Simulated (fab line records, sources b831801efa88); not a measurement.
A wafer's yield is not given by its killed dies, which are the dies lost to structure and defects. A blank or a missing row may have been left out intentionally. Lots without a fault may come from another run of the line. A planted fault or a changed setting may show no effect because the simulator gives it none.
A lot that was struck, set against a sound lot / flow sky130 / 35 out of 708 route steps
Sound: wafers L291.4, L291.5, L291.6. Struck: wafers L294.2, L294.6 (left out: L294.3, a lot-mate that was not struck); the cause follows at the end.
Order at every step that has rows: each side's tool, ch and its chambers, its first start. Under that, the readings that differ: sound wafers / struck wafers / difference of the means / sigmas: that difference in standard deviations of wafers without a fault.
alike: readings whose means differ by less than 2 such deviations, and words and numbers that are the same on both sides. not compared: withheld readings, readings that some wafer has no value for, bounds like >300 that may hide the same value, and numbers for which the record gives no deviation and whose values overlap.
The two part at a step that has a row with sigmas, a row that says differs or no value, or rows on one side only. Non-overlapping numbers with no deviation appear without sigmas and do not part them. Lack of a reading on every wafer of one side parts them only where that side has two or more wafers.

first, 8 steps without rows for these wafers: SKY_CAPM_SPUTTER_02 (material TiN, target thk 200 nm, time 166.7 s); SKY_CAPM_DEHYDRATE_05 (time 60 s); SKY_CAPM_HMDS_06 (prime time 60 s); SKY_CAPM_COAT_07 (resist thk 1140 nm); SKY_CAPM_SOFTBAKE_08 (time 60 s); SKY_CAPM_EXPOSE_09 (exposes mask CAPM, target cd 1000 nm); SKY_CAPM_PEB_10; SKY_CAPM_DEVELOP_11 (develop time 60 s).
SKY_CAPM_METAL_ETCH_13: etches TiN in Cl2/BCl3, stops on SiO2, target depth 220 nm, time 62.9 s.
  sound on rie metal-02 ch 0,1, day 41 03:04; struck on rie metal-01 ch 1, day 42 00:41
  alike: drypump motor current A, oes product au, throttle valve pct
  not compared: rf hours counter h
then, 25 steps without rows for these wafers: SKY_CAPM_STRIP_14 (strips in O2/N2); SKY_CAPM_STRIP_15 (strips in post etch residue remover, time 1200 s); SKY_CAPM_CLEAN_16 (cleans in IPA, time 180 s); SKY_CAPM_CLEAN_17 (cleans in O3/DIW); SKY_METAL3_DEHYDRATE_05 (time 60 s); SKY_METAL3_HMDS_06 (prime time 60 s); SKY_METAL3_COAT_07 (resist thk 60 nm); SKY_METAL3_COAT_08 (resist thk 1140 nm); SKY_METAL3_SOFTBAKE_09 (time 90 s); SKY_METAL3_EXPOSE_10 (exposes mask MM3, target cd 300 nm); SKY_METAL3_PEB_11; SKY_METAL3_DEVELOP_12 (develop time 60 s); SKY_METAL3_DESCUM_15 (chemistry O2, time 8 s); SKY_METAL3_ETCH_16 (etches BARC in N2/H2, stops on SiO2, time 88.2 s, target depth 60 nm); SKY_METAL3_ETCH_17 (etches SiO2 in C4F8/O2/Ar, stops on TiN, time 3.9 s, target depth 15 nm); SKY_METAL3_METAL_ETCH_18 (etches the open film in Cl2/BCl3, stops on SiO2, target depth 845 nm, time 183.1 s); SKY_METAL3_STRIP_19 (strips in O2/N2); SKY_METAL3_STRIP_20 (strips in post etch residue remover, time 1200 s); SKY_METAL3_CLEAN_21 (cleans in IPA, time 180 s); SKY_METAL3_CLEAN_22 (cleans in O3/DIW); SKY_VIA3_HDPCVD_00 (deposits SiO2, target thk 1635 nm, time 272.5 s); SKY_VIA3_CMP_02 (polishes SiO2); SKY_VIA3_DEHYDRATE_04 (time 60 s); SKY_VIA3_HMDS_05 (prime time 60 s); SKY_VIA3_COAT_06 (resist thk 60 nm).
-- the record jumps here: 7 days lie between the struck wafers' starts before and after (it left off in module VIA3 and takes up again in module PAD_OPEN, whose first step shown is number 708 of the route) --
SKY_PAD_OPEN_PROBE_99:
  sound on prober-01 at day 48 19:13; struck on prober-02 at day 49 09:37
reading=defect limited yield (%); sound=80.9 84.1 84.3; struck=76.0 74.2; difference=-8.0; sigmas=-4
reading=killed at other; sound=0 2 0; struck=46 49; difference=+47; sigmas=+81
reading=killed dies; sound=94 78 77; struck=118 127; difference=+40; sigmas=+4
reading=killed on rim; sound=14 13 15; struck=23 27; difference=+11; sigmas=+3
reading=sort_bin_3_pad_short (%); sound=1.8 0.8 0.6; struck=4.9 3.9; difference=+3.3; sigmas=+8
reading=sort_bin_5_function (%); sound=10.8 8.7 10.8; struck=12.2 15.2; difference=+3.6; sigmas=+2
reading=sort n pass; sound=398 414 415; struck=374 365; difference=-40; sigmas=-4
reading=sort yield pct (%); sound=80.9 84.1 84.3; struck=76.0 74.2; difference=-8.0; sigmas=-4
reading=model.etest.tester.sort n pass; sound=398 414 415; struck=374 365; difference=-40; sigmas=
reading=model.etest.tester.sort yield pct (%); sound=80.89 84.15 84.35; struck=76.02 74.19; difference=-8.03; sigmas=
reading=model.etest.tester.sort_bin_5_pct (%); sound=10.77 8.74 10.77; struck=12.2 15.24; difference=+3.6; sigmas=
reading=model.etest.tester.sort_bin_3_pct (%); sound=1.829 0.813 0.6098; struck=4.878 3.862; difference=+3.286; sigmas=
  alike: killed_at_M0_to_M3, killed_at_M4_up, killed at contacts, killed at front end, killed open, killed short, sort_bin_6_memory

WHERE THEY PART
Only at SKY_PAD_OPEN_PROBE_99, as far as this record shows.

WHY: what had been put in by the simulator
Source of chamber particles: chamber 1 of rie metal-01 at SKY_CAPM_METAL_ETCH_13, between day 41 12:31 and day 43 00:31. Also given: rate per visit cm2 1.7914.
